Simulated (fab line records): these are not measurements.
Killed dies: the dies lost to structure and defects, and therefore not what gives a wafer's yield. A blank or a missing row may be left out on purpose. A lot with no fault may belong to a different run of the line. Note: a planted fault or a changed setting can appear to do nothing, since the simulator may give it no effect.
fab line records	flow gf180mcu
record: lots: 5	wafers: 27
route steps=602 shown STI@4 HV_LDD@182 CONTACT@310 V1@337
startH: hours from the record's opening day to when the first of the lot's shown wafers began	waitH: hours from the lot's prior step to this one	" same as the row above	L1.1+2: one row covering several wafers at once	- no value, or no start was given	* or withheld: withheld	< > ~ a bound
route shown NAME@n: a module of which the file shows steps, and the number in the route of the first	usual: mean/standard deviation taken from wafers without a fault	same: alike in all rows	chamber/n: place in a boat	sites: each site's reading	_std_site: their standard deviation	_edge_site: outer sites' mean less inner sites'	radiusMm: for every site, how far away it sits from the centre of the wafer	mask NAME#n: copy n	behind: the most recent tool/chamber to have shaped the wafer	hold: the reason the lot was held/the length of the hold in hours/how it ended	device: the n, p or np transistor that did not switch	end of line: tests run on the same wafers once the route is complete	for a step that has no rows: nothing shown but its recipe	killed: dies that structure and defects cost at the first sort, which is not the same as the wafer's yield	map: per-die view of a wafer (x killed, . not killed, _ where there is no die)
set.NAME: the setting as run; set.NAME@STEP: as run at that earlier step	model.NAME: the simulator's own value behind a step, which no gauge read
lots run with intentionally changed settings; tables by step, rows by wafer
== steps ==
step: GF_STI_CVD_03
recipe: material: Si3N4	precursor: DCS/NH3	targetThkNm: 207.16	tempC: 770	timeS: 3551	pressureMtorr: 250
lot.wafer	tool	chamber	startH	waitH	set.timeS	model.Si3N4_of_STI_CVD_03.thkNm
L074.1	lpcvd-01	1	12.39	0.4	3551	208.6
L074.3	"	1	"	"	3551	208.8
L074.6	"	1	"	"	3551	207.2
L075.1	-	-	-	0.1	4210	245.8
L075.2	"	-	"	"	4210	244.9
L075.3	"	-	"	"	4210	245.2
L075.4	"	-	"	"	4210	244.7
L075.5	"	-	"	"	4210	246.3
L075.6	"	-	"	"	4210	247.8
L079.1	-	-	-	0.1	5654	328.5
L079.2	"	-	"	"	5654	328.2
L079.3	"	-	"	"	5654	326.6
L079.4	"	-	"	"	5654	328.6
L079.5+6	"	-	"	"	5654	329.7
L081.1	-	-	-	0.1	4436	257.4
L081.2	"	-	"	"	4436	257.7
L081.3	"	-	"	"	4436	258.1
L081.4	"	-	"	"	4436	256.7
L081.5	"	-	"	"	4436	256.9
L081.6	"	-	"	"	4436	257.2
L085.1	-	-	-	0.1	1946	112
L085.2	"	-	"	"	1946	114
L085.3	"	-	"	"	1946	113.8
L085.4	"	-	"	"	1946	113.6
L085.5	"	-	"	"	1946	113.2
L085.6	"	-	"	"	1946	111.8
step: GF_STI_THK_MEAS_04
recipe: reads: Si3N4_of_STI_CVD_03
usual: STI_CVD_03_THK: 206.0/2
lot.wafer	tool	chamber	startH	waitH	set.timeS@STI_CVD_03	STI_CVD_03_THK[nm]
L074.1	filmMetro-02	-	14.38	0.0	3551	208.5
L074.3	"	-	"	"	3551	209.0
L074.6	"	-	"	"	3551	207.3
L075.1	filmMetro-01	-	-	-	4210	245.9
L075.2	"	-	"	"	4210	244.8
L075.3	"	-	"	"	4210	245.0
L075.4	"	-	"	"	4210	244.7
L075.5	"	-	"	"	4210	246.3
L075.6	"	-	"	"	4210	247.8
L079.1	filmMetro-01	-	-	-	5654	328.5
L079.2	"	-	"	"	5654	328.2
L079.3	"	-	"	"	5654	326.5
L079.4	"	-	"	"	5654	328.7
L079.5	"	-	"	"	5654	329.5
L079.6	"	-	"	"	5654	329.7
L081.1	filmMetro-02	-	-	-	4436	257.4
L081.2	"	-	"	"	4436	257.7
L081.3	"	-	"	"	4436	257.9
L081.4	"	-	"	"	4436	256.7
L081.5	"	-	"	"	4436	256.8
L081.6	"	-	"	"	4436	257.2
L085.1	filmMetro-01	-	-	-	1946	112.1
L085.2	"	-	"	"	1946	114.1
L085.3	"	-	"	"	1946	113.8
L085.4	"	-	"	"	1946	113.6
L085.5	"	-	"	"	1946	113.2
L085.6	"	-	"	"	1946	111.8
step: GF_STI_DEHYDRATE_05
recipe: tempC: 200	timeS: 60
step: GF_STI_HMDS_06
recipe: primeTimeS: 60	primeTempC: 120
step: GF_STI_DEVELOP_11
recipe: developTimeS: 60	devTempC: 21
step: GF_STI_ETCH_13
recipe: chemistry: CHF3/O2	stopOn: Si	overEtchFrac: 0.3	targetDepthA: 2823.1	sourceW: 600	biasW: 200	pressureMtorr: 40	chf3FlowSccm: 50	O2_flow_sccm: 5	timeS: 112.9
usual: oesProductAu: 0.830/0.0066
lot.wafer	tool	chamber	startH	waitH	set.timeS@STI_CVD_03	oesProductAu	model.etch.depthNm
L074.1	rieDiel-04	1	25.35	0.1	3551	0.837	208.6
L074.3	"	0	"	"	3551	0.837	208.8
L074.6	"	1	"	"	3551	0.831	207.2
L075.1	rieDiel-04	3	31.09	0.1	4210	0.920	245.8
L075.2	"	0	"	"	4210	0.921	-
L075.3	"	1	"	"	4210	0.919	-
L075.4	"	2	"	"	4210	0.918	244.7
L075.5	"	3	"	"	4210	0.922	246.3
L075.6	"	0	"	"	4210	0.912	-
L079.1	rieDiel-03	2	50.34	0.1	5654	1.013	-
L079.2	"	3	"	"	5654	1.008	-
L079.3	"	1	"	"	5654	1.009	-
L079.4	"	0	"	"	5654	1.003	282.3
L079.5	"	2	"	"	5654	1.005	284.5
L079.6	"	1	"	"	5654	1.006	285.4
L081.1	rieDiel-03	3	61.60	0.1	4436	0.935	-
L081.2	"	2	"	"	4436	0.942	-
L081.3	"	1	"	"	4436	0.945	258.1
L081.4	"	0	"	"	4436	0.941	-
L081.5	"	1	"	"	4436	0.937	256.9
L081.6	"	2	"	"	4436	0.947	257.2
L085.1	rieDiel-03	3	82.02	0.1	1946	0.624	112
L085.2	"	0	"	"	1946	0.635	-
L085.3	"	1	"	"	1946	0.629	-
L085.4	"	2	"	"	1946	0.628	113.6
L085.5	"	1	"	"	1946	0.627	113.2
L085.6	"	0	"	"	1946	0.628	-
step: GF_STI_WET_ETCH_17
recipe: chemistry: H3PO4	targetDepthNm: 45	tempC: 160	target: Si3N4	timeS: 514
lot.wafer	tool	chamber	startH	waitH	set.timeS	set.timeS@STI_CVD_03	model.Si3N4_of_STI_CVD_03.thkNm
L074.1	wetBench-02	3	25.62	0.0	514	3551	162.1
L074.3	"	3	"	"	514	3551	162.3
L074.6	"	3	"	"	514	3551	160.7
L075.1	-	-	-	0.0	742.6	4210	179.7
L075.2	"	-	"	"	742.6	4210	179
L075.3	"	-	"	"	742.6	4210	178.9
L075.4	"	-	"	"	742.6	4210	178.5
L075.5	"	-	"	"	742.6	4210	180.2
L075.6	"	-	"	"	742.6	4210	181.4
L079.1	-	-	-	0.0	406.1	5654	292.2
L079.2	"	-	"	"	406.1	5654	292.1
L079.3	"	-	"	"	406.1	5654	290.4
L079.4	"	-	"	"	406.1	5654	292.5
L079.5+6	"	-	"	"	406.1	5654	293.4
L081.1	-	-	-	0.0	300	4436	231.2
L081.2	"	-	"	"	300	4436	231.6
L081.3	"	-	"	"	300	4436	231.9
L081.4	"	-	"	"	300	4436	230.6
L081.5	"	-	"	"	300	4436	230.8
L081.6	"	-	"	"	300	4436	231
L085.1	-	-	-	0.0	695	1946	49.56
L085.2	"	-	"	"	695	1946	51.36
L085.3	"	-	"	"	695	1946	50.98
L085.4	"	-	"	"	695	1946	51.21
L085.5	"	-	"	"	695	1946	50.65
L085.6	"	-	"	"	695	1946	49.18
step: GF_HV_LDD_DEVELOP_06
recipe: developTimeS: 60	devTempC: 23
lot.wafer	tool	chamber	startH	waitH	set.developTimeS
L074.1+3+6	lithoTrack-04	0	217.71	0.1	60
L075.1+2+3+4+5+6	lithoTrack-01	0	231.53	0.1	60
L079.1+2+5	lithoTrack-01	0	257.08	0.1	86.58
L079.3+4+6	"	0	"	"	60
L081.1+3+5	lithoTrack-01	0	273.58	0.1	79.86
L081.2+4+6	"	0	"	"	60
L085.1+2+4	lithoTrack-03	0	297.68	0.1	60
L085.3+5+6	"	0	"	"	37.95
step: GF_HV_LDD_CD_MEAS_07
recipe: targetCdNm: 400
usual: cdNm: 401.2/1.8
lot.wafer	tool	chamber	startH	waitH	set.developTimeS@HV_LDD_DEVELOP_06	cdNm
L074.1	cdSem-02	-	217.86	0.1	60	400.0
L074.3	"	-	"	"	60	400.4
L074.6	"	-	"	"	60	401.9
L075.1	cdSem-02	-	231.68	0.1	60	402.8
L075.2	"	-	"	"	60	405.6
L075.3	"	-	"	"	60	405.1
L075.4	"	-	"	"	60	403.7
L075.5	"	-	"	"	60	403.2
L075.6	"	-	"	"	60	405.4
L079.1	cdSem-02	-	257.23	0.1	86.58	435.8
L079.2	"	-	"	"	86.58	433.4
L079.3	"	-	"	"	60	399.6
L079.4	"	-	"	"	60	401.1
L079.5	"	-	"	"	86.58	432.9
L079.6	"	-	"	"	60	400.0
L081.1	cdSem-02	-	273.73	0.1	79.86	424.5
L081.2	"	-	"	"	60	402.6
L081.3	"	-	"	"	79.86	428.4
L081.4	"	-	"	"	60	401.2
L081.5	"	-	"	"	79.86	425.8
L081.6	"	-	"	"	60	401.0
L085.1	cdSem-01	-	297.83	0.1	60	402.9
L085.2	"	-	"	"	60	400.8
L085.3	"	-	"	"	37.95	353.3
L085.4	"	-	"	"	60	400.5
L085.5	"	-	"	"	37.95	355.6
L085.6	"	-	"	"	37.95	353.4
step: GF_HV_LDD_CVD_56
recipe: material: Si3N4	precursor: DCS/NH3	targetThkNm: 90	tempC: 770	timeS: 1543	pressureMtorr: 250
lot.wafer	tool	chamber	startH	waitH	set.timeS	model.Si3N4_of_HV_LDD_CVD_56.thkNm
L074.1	lpcvd-01	0	274.61	0.1	1543	90.25
L074.3	"	0	"	"	1543	90.42
L074.6	"	0	"	"	1543	89.65
L075.1	-	-	-	0.9	2267	131.1
L075.2	"	-	"	"	2267	130
L075.3	"	-	"	"	2267	129.7
L075.4	"	-	"	"	2267	130.4
L075.5	"	-	"	"	2267	130.7
L075.6	"	-	"	"	2267	130.3
L079.1	-	-	-	0.1	943.1	54.58
L079.2	"	-	"	"	943.1	53.81
L079.3	"	-	"	"	943.1	55.26
L079.4	"	-	"	"	943.1	53.75
L079.5	"	-	"	"	943.1	54
L079.6	"	-	"	"	943.1	55.2
L081.1	-	-	-	0.1	1543	89.47
L081.2	"	-	"	"	1543	90.3
L081.3	"	-	"	"	1543	89.67
L081.4	"	-	"	"	1543	89.36
L081.5	"	-	"	"	1543	89.04
L081.6	"	-	"	"	1543	89.79
L085.1	-	-	-	0.1	2108	122.5
L085.2	"	-	"	"	2108	122.4
L085.3	"	-	"	"	2108	122.1
L085.4	"	-	"	"	2108	123.2
L085.5	"	-	"	"	2108	122.8
L085.6	"	-	"	"	2108	122.6
step: GF_HV_LDD_THK_MEAS_57
recipe: reads: Si3N4_of_HV_LDD_CVD_56
usual: HV_LDD_CVD_56_THK: 89.7/0.73
lot.wafer	tool	chamber	startH	waitH	set.timeS@HV_LDD_CVD_56	HV_LDD_CVD_56_THK[nm]
L074.1	filmMetro-04	-	276.04	0.0	1543	90.3
L074.3	"	-	"	"	1543	90.5
L074.6	"	-	"	"	1543	89.7
L075.1	filmMetro-04	-	-	-	2267	131.1
L075.2	"	-	"	"	2267	129.9
L075.3	"	-	"	"	2267	129.7
L075.4	"	-	"	"	2267	130.4
L075.5	"	-	"	"	2267	130.6
L075.6	"	-	"	"	2267	130.2
L079.1	filmMetro-01	-	-	-	943.1	54.6
L079.2	"	-	"	"	943.1	53.8
L079.3	"	-	"	"	943.1	55.3
L079.4	"	-	"	"	943.1	53.8
L079.5	"	-	"	"	943.1	54.0
L079.6	"	-	"	"	943.1	55.2
L081.1	filmMetro-01	-	-	-	1543	89.5
L081.2	"	-	"	"	1543	90.4
L081.3	"	-	"	"	1543	89.7
L081.4	"	-	"	"	1543	89.4
L081.5	"	-	"	"	1543	89.1
L081.6	"	-	"	"	1543	89.8
L085.1	filmMetro-01	-	-	-	2108	122.5
L085.2	"	-	"	"	2108	122.5
L085.3	"	-	"	"	2108	122.0
L085.4	"	-	"	"	2108	123.2
L085.5	"	-	"	"	2108	122.9
L085.6	"	-	"	"	2108	122.6
step: GF_HV_LDD_ETCHBACK_58
recipe: chemistry: CH3F/O2	target: Si3N4	stopOn: SiO2	sourceW: 400	biasW: 80	pressureMtorr: 25	ch3fFlowSccm: 40	O2_flow_sccm: 30	timeS: 100	targetDepthA: 900
usual: oesProductAu: 0.841/0.0053
lot.wafer	tool	chamber	startH	waitH	set.timeS@HV_LDD_CVD_56	oesProductAu	model.etch.depthNm
L074.1	rieDiel-02	1	276.10	0.1	1543	0.843	90.25
L074.3	"	3	"	"	1543	0.848	90.42
L074.6	"	1	"	"	1543	0.842	89.65
L075.1	rieDiel-02	1	294.17	0.1	2267	0.982	117.1
L075.2	"	3	"	"	2267	0.997	-
L075.3	"	0	"	"	2267	1.003	-
L075.4	"	0	"	"	2267	1.004	119.9
L075.5	"	3	"	"	2267	0.992	119.8
L075.6	"	1	"	"	2267	0.989	-
L079.1	rieDiel-02	2	321.35	0.1	943.1	0.667	-
L079.2	"	1	"	"	943.1	0.652	-
L079.3	"	3	"	"	943.1	0.664	-
L079.4	"	0	"	"	943.1	0.651	53.75
L079.5	"	1	"	"	943.1	0.662	54
L079.6	"	0	"	"	943.1	0.664	55.2
L081.1	rieDiel-02	1	341.25	0.1	1543	0.838	-
L081.2	"	3	"	"	1543	0.854	-
L081.3	"	2	"	"	1543	0.844	89.67
L081.4	"	0	"	"	1543	0.842	-
L081.5	"	3	"	"	1543	0.838	89.04
L081.6	"	2	"	"	1543	0.839	89.79
L085.1	rieDiel-02	0	368.75	0.1	2108	0.997	118.5
L085.2	"	2	"	"	2108	0.991	-
L085.3	"	3	"	"	2108	0.993	-
L085.4	"	1	"	"	2108	0.980	116.9
L085.5	"	3	"	"	2108	0.996	120.5
L085.6	"	0	"	"	2108	0.996	-
step: GF_CONTACT_SPUTTER_23
recipe: material: TiN	targetThkNm: 10	chamberPressurePa: 5	powerW: 4000	timeS: 40
lot.wafer	tool	chamber	startH	waitH	set.timeS	model.TiN_of_CONTACT_SPUTTER_23.thkNm
L074.1	pvdSputter-01	-	364.46	0.0	40	10
L074.3	"	-	"	"	40	9.917
L074.6	"	-	"	"	40	10.05
L075.1	pvdSputter-01	-	386.03	0.0	29.57	7.207
L075.2	"	-	"	"	40	9.801
L075.3	"	-	"	"	40	9.885
L075.4	"	-	"	"	40	10.05
L075.5	"	-	"	"	29.57	7.106
L075.6	"	-	"	"	29.57	7.413
L079.1	pvdSputter-04	-	418.80	0.0	40	9.96
L079.2	"	-	"	"	40	9.937
L079.3	"	-	"	"	40	9.796
L079.4	"	-	"	"	40	9.75
L079.5	"	-	"	"	40	10.03
L079.6	"	-	"	"	40	9.917
L081.1	pvdSputter-02	-	439.55	0.0	40	10.14
L081.2	"	-	"	"	40	10.21
L081.3+5	"	-	"	"	40	10.1
L081.4	"	-	"	"	40	10.12
L081.6	"	-	"	"	40	10.04
L085.1	pvdSputter-01	-	468.97	0.0	22.75	5.954
L085.2	"	-	"	"	22.75	5.901
L085.3	"	-	"	"	22.75	5.993
L085.4	"	-	"	"	40	10.07
L085.5	"	-	"	"	40	10.21
L085.6	"	-	"	"	40	10.19
step: GF_V1_CVD_02
recipe: material: SiO2	targetThkNm: 850	precursor: TEOS	tempC: 400	timeS: 94.851	rfW: 600
lot.wafer	tool	chamber	startH	waitH	set.timeS	model.SiO2_of_V1_CVD_02.thkNm
L074.1	pecvd-03	1	390.60	0.1	94.851	840.2
L074.3	"	0	"	"	94.851	832.5
L074.6	"	1	"	"	94.851	844.6
L075.1	pecvd-03	2	412.74	0.1	53.08	469.5
L075.2	"	1	"	"	53.08	480.7
L075.3	"	0	"	"	94.851	840.3
L075.4	"	0	"	"	94.851	848.8
L075.5	"	2	"	"	53.08	471.7
L075.6	"	1	"	"	94.851	856.1
L079.1	pecvd-03	1	445.40	0.1	45.27	390.8
L079.2	"	0	"	"	45.27	395.6
L079.3	"	2	"	"	94.851	835.5
L079.4	"	1	"	"	94.851	855.1
L079.5	"	0	"	"	94.851	852.7
L079.6	"	2	"	"	45.27	405
L081.1	pecvd-02	0	465.75	0.1	146.3	1300
L081.2	"	1	"	"	146.3	1287
L081.3	"	2	"	"	94.851	840.3
L081.4	"	0	"	"	146.3	1318
L081.5	"	2	"	"	94.851	866.7
L081.6	"	1	"	"	94.851	855.8
L085.1	pecvd-02	0	494.47	0.1	94.851	837.2
L085.2	"	2	"	"	129.5	1165
L085.3	"	1	"	"	129.5	1163
L085.4	"	0	"	"	94.851	858
L085.5	"	1	"	"	129.5	1176
L085.6	"	2	"	"	94.851	876.4
step: GF_V1_THK_MEAS_03
recipe: reads: SiO2_of_V1_CVD_02
usual: V1_CVD_02_THK: 849/9.7
lot.wafer	tool	chamber	startH	waitH	set.timeS@V1_CVD_02	V1_CVD_02_THK[nm]
L074.1	filmMetro-01	-	390.67	0.0	94.851	840
L074.3	"	-	"	"	94.851	833
L074.6	"	-	"	"	94.851	844
L075.1	filmMetro-01	-	412.81	0.0	53.08	469
L075.2	"	-	"	"	53.08	481
L075.3	"	-	"	"	94.851	841
L075.4	"	-	"	"	94.851	848
L075.5	"	-	"	"	53.08	472
L075.6	"	-	"	"	94.851	855
L079.1	filmMetro-02	-	445.47	0.0	45.27	391
L079.2	"	-	"	"	45.27	395
L079.3	"	-	"	"	94.851	835
L079.4	"	-	"	"	94.851	855
L079.5	"	-	"	"	94.851	853
L079.6	"	-	"	"	45.27	405
L081.1	filmMetro-02	-	465.82	0.0	146.3	1300
L081.2	"	-	"	"	146.3	1288
L081.3	"	-	"	"	94.851	840
L081.4	"	-	"	"	146.3	1320
L081.5	"	-	"	"	94.851	867
L081.6	"	-	"	"	94.851	857
L085.1	filmMetro-01	-	494.54	0.0	94.851	837
L085.2	"	-	"	"	129.5	1166
L085.3	"	-	"	"	129.5	1164
L085.4	"	-	"	"	94.851	858
L085.5	"	-	"	"	129.5	1176
L085.6	"	-	"	"	94.851	877
step: GF_V1_CMP_04
recipe: material: SiO2	downForcePsi: 4	platenRpm: 60	padVelocityMS: 0.94248
usual: timeToEndpointS: 79/5
lot.wafer	tool	chamber	startH	waitH	set.timeS@V1_CVD_02	timeToEndpointS	model.SiO2_of_V1_CVD_02.thkNm
L074.1	cmp-01	0	390.93	0.3	94.851	72	630.8
L074.3	"	3	"	"	94.851	77	633
L074.6	"	1	"	"	94.851	75	630.9
L075.1	cmp-01	2	412.87	0.1	53.08	6	469.5
L075.2	"	3	"	"	53.08	14	480.7
L075.4	"	0	"	"	94.851	76	631.3
L075.3	"	1	"	"	94.851	73	632.2
L075.6	"	2	"	"	94.851	78	631.7
L075.5	"	3	"	"	53.08	11	471.7
L079.2	cmp-02	1	445.53	0.0	45.27	-	395.6
L079.1	"	2	"	"	45.27	-	390.8
L079.3	"	3	"	"	94.851	-	634
L079.4	"	0	"	"	94.851	-	633.7
L079.5	"	1	"	"	94.851	-	634.3
L079.6	"	2	"	"	45.27	-	405
L081.2	cmp-01	1	465.88	0.0	146.3	237	631.9
L081.4	"	2	"	"	146.3	240	629.9
L081.1	"	3	"	"	146.3	246	632.8
L081.3	"	0	"	"	94.851	74	631.1
L081.5	"	1	"	"	94.851	85	631.6
L081.6	"	2	"	"	94.851	72	629.8
L085.3	cmp-01	2	494.60	0.0	129.5	185	631.5
L085.4	"	3	"	"	94.851	80	633.6
L085.1	"	0	"	"	94.851	69	630.9
L085.2	"	1	"	"	129.5	197	633.2
L085.6	"	2	"	"	94.851	84	632.7
L085.5	"	3	"	"	129.5	196	635.2
step: GF_V1_DEHYDRATE_06
recipe: tempC: 200	timeS: 60
step: GF_V1_ETCH_16
recipe: chemistry: N2/H2	targetDepthA: withheld	overetchA: withheld	timeS: withheld	target: BARC	ionEnergyEv: 200	sourceW: 500	biasW: 100	pressureMtorr: 30	n2FlowSccm: 100	h2FlowSccm: 200
step: GF_V1_ETCH_17
recipe: chemistry: C4F8/O2/Ar	maskMaterial: KrF	target: SiO2	stopOn: TiN	sourceW: 1500	biasW: 1200	pressureMtorr: 40	c4f8FlowSccm: withheld	O2_flow_sccm: 6	Ar_flow_sccm: 300	timeS: withheld	targetDepthA: 6300
usual: oesProductAu: 0.856/0.0049
lot.wafer	tool	chamber	startH	waitH	set.timeS@V1_CVD_02	oesProductAu	model.V1.featureDepthNm	model.etch.depthNm
L074.1	rieDiel-04	1	-	-	*	0.852	630.8	630.8
L074.3	"	3	"	"	*	0.857	633	633
L074.6	"	1	"	"	*	0.855	630.9	630.9
L075.1	rieDiel-01	3	-	-	*	0.729	469.5	469.5
L075.2	"	2	"	"	*	0.737	480.7	-
L075.3	"	0	"	"	*	0.862	632.2	-
L075.4	"	1	"	"	*	0.852	631.3	631.3
L075.5	"	1	"	"	*	0.731	471.7	471.7
L075.6	"	2	"	"	*	0.855	631.7	-
L079.1	rieDiel-04	0	-	-	*	0.679	390.8	-
L079.2	"	3	"	"	*	0.675	395.6	-
L079.3	"	2	"	"	*	0.862	634	-
L079.4	"	1	"	"	*	0.859	633.7	633.7
L079.5	"	3	"	"	*	0.863	634.3	634.3
L079.6	"	2	"	"	*	0.682	405	405
L081.1	rieDiel-03	3	-	-	*	0.864	632.8	-
L081.2	"	1	"	"	*	0.865	631.9	-
L081.3	"	2	"	"	*	0.852	631.1	631.1
L081.4	"	0	"	"	*	0.847	629.9	-
L081.5	"	3	"	"	*	0.852	631.6	631.6
L081.6	"	0	"	"	*	0.860	629.8	629.8
L085.1	rieDiel-04	2	-	-	*	0.856	630.9	630.9
L085.2	"	0	"	"	*	0.860	633.2	-
L085.3	"	3	"	"	*	0.852	631.5	-
L085.4	"	1	"	"	*	0.859	633.6	633.6
L085.5	"	3	"	"	*	0.860	635.2	635.2
L085.6	"	2	"	"	*	0.854	632.7	-
== key ==
split: step: GF_STI_CVD_03	setting: timeS	stated: 3551	by: lot
response: step: GF_STI_CVD_03	reading: model.Si3N4_of_STI_CVD_03.thkNm	change: +2.06	per: 1%	r: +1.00
response: step: GF_STI_THK_MEAS_04	reading: STI_CVD_03_THK	change: +2.06	per: 1%	r: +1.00
response: step: GF_STI_ETCH_13	reading: oesProductAu	change: +0.00376	per: 1%	r: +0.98
response: step: GF_STI_ETCH_13	reading: model.etch.depthNm	change: +1.7	per: 1%	r: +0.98
response: step: GF_STI_WET_ETCH_17	reading: model.Si3N4_of_STI_CVD_03.thkNm	change: +2.33	per: 1%	r: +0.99
split: step: GF_STI_WET_ETCH_17	setting: timeS	stated: 514	by: lot
response none clear
split: step: GF_HV_LDD_DEVELOP_06	setting: developTimeS	stated: 60	by: wafer
response: step: GF_HV_LDD_CD_MEAS_07	reading: cdNm	change: +0.919	per: 1%	r: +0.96
split: step: GF_HV_LDD_CVD_56	setting: timeS	stated: 1543	by: lot
response: step: GF_HV_LDD_CVD_56	reading: model.Si3N4_of_HV_LDD_CVD_56.thkNm	change: +0.89	per: 1%	r: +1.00
response: step: GF_HV_LDD_THK_MEAS_57	reading: HV_LDD_CVD_56_THK	change: +0.889	per: 1%	r: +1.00
response: step: GF_HV_LDD_ETCHBACK_58	reading: oesProductAu	change: +0.00402	per: 1%	r: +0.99
response: step: GF_HV_LDD_ETCHBACK_58	reading: model.etch.depthNm	change: +0.773	per: 1%	r: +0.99
split: step: GF_CONTACT_SPUTTER_23	setting: timeS	stated: 40	by: wafer
response: step: GF_CONTACT_SPUTTER_23	reading: model.TiN_of_CONTACT_SPUTTER_23.thkNm	change: +0.0988	per: 1%	r: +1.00
split: step: GF_V1_CVD_02	setting: timeS	stated: 94.851	by: wafer
response: step: GF_V1_CVD_02	reading: model.SiO2_of_V1_CVD_02.thkNm	change: +8.45	per: 1%	r: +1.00
response: step: GF_V1_THK_MEAS_03	reading: V1_CVD_02_THK	change: +8.46	per: 1%	r: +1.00
response: step: GF_V1_CMP_04	reading: timeToEndpointS	change: *	per: 1%	r: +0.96
response: step: GF_V1_CMP_04	reading: model.SiO2_of_V1_CVD_02.thkNm	shape: bent	atLowest: 397.1	atStated: 632.1	atHighest: 631.6
response: step: GF_V1_ETCH_17	reading: oesProductAu	shape: bent	atLowest: 0.679	atStated: 0.857	atHighest: 0.858
response: step: GF_V1_ETCH_17	reading: model.V1.featureDepthNm	shape: bent	atLowest: 397.1	atStated: 632.1	atHighest: 631.6
response: step: GF_V1_ETCH_17	reading: model.etch.depthNm	shape: bent	atLowest: 405	atStated: 631.9	atHighest: 635.2
